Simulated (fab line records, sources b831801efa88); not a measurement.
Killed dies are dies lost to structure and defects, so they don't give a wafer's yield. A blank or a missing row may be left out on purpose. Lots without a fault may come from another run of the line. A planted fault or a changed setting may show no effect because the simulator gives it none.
A struck lot beside a sound one | flow sky130 | 17 steps out of a route of 708
Sound: wafers L823.2, L823.4, L823.6. Struck: wafers L815.2, L815.3, L815.5. The cause comes at the end.
At each step with rows: each side's tool, then ch and its chambers, then its first start. Under that, the readings that differ: sound wafers | struck wafers | difference of the means | sigmas: that difference in standard deviations of wafers without a fault.
alike: readings whose means differ by less than 2 such deviations, and words and numbers that are the same on both sides. not compared: withheld readings, readings that some wafer has no value for, bounds like >300 that may hide the same value, and numbers for which the record gives no deviation and whose values overlap.
The two part at a step that has a row with sigmas, a row that says differs or no value, or rows on one side only. Numbers that don't overlap but have no deviation are shown without sigmas and don't part them. A reading that every wafer of one side lacks parts them only if that side has two wafers or more.

first, 5 steps without rows for these wafers: SKY_FIELD_ISO_WET_ETCH_28 (etches SiO2 in dHF, target depth 23.7 nm, time 47 s); SKY_FIELD_ISO_WET_ETCH_29 (etches Si3N4 in H3PO4, target depth 160 nm, time 1825 s); SKY_FIELD_ISO_WET_ETCH_30 (etches SiO2 in dHF, target depth 25 nm, time 50 s); SKY_NWELL_CLEAN_00 (cleans in SC1/SC2, time 150 s); SKY_NWELL_OXIDATION_01 (stabilise 600 s, purge 300 s, target thk 10 nm).
SKY_NWELL_THK_MEAS_02:
  sound on film_metro-01, day 5 23:55; struck on film_metro-01, day 4 19:41
  alike: NWELL_OXIDATION_THK
then, 6 steps without rows for these wafers: SKY_DNWELL_DEHYDRATE_00 (time 60 s); SKY_DNWELL_HMDS_01 (prime time 60 s); SKY_DNWELL_COAT_02 (resist thk 3000 nm); SKY_DNWELL_SOFTBAKE_03; SKY_DNWELL_EXPOSE_04 (exposes mask DNM, target cd 3000 nm); SKY_DNWELL_PEB_05.
SKY_DNWELL_DEVELOP_06: develop time 60 s.
  sound on litho_track-01 ch 0, day 6 18:00; struck on litho_track-01, day 5 12:00
  no value came back on the struck wafers for chill_plate_temp_C (C), develop_time_s (s); on the sound wafers chill_plate_temp_C (C) reads 22.90 22.92 22.79
then, 1 step without rows for these wafers: SKY_DNWELL_IMPLANT_07.
SKY_DNWELL_STRIP_08: strips in O2/N2.
  sound on plasma_asher-04 ch 0,1, day 6 18:49; struck on plasma_asher-02 ch 0,1, day 5 12:49
  alike: drypump_motor_current_A, oes_product_au, strip_time_to_endpoint_s
  not compared: rf_hours_counter_h
SKY_DNWELL_TW_MEAS_09:
  sound on film_metro-02, day 6 18:55; struck on film_metro-01, day 5 12:55
  reading   | sound          | struck   | difference | sigmas
  DNWELL_TW | 1108 1112 1109 | 30 30 30 | -1080      | -99 or more
then, 1 step without rows for these wafers: SKY_PWDE_DEHYDRATE_00 (time 60 s).

WHERE THEY PART
First at SKY_DNWELL_DEVELOP_06; last, within this record, at SKY_DNWELL_TW_MEAS_09.

WHY: what the simulator had put in
Skipped step whole: litho_track-01, from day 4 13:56 on, at SKY_DNWELL_DEVELOP_06. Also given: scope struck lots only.
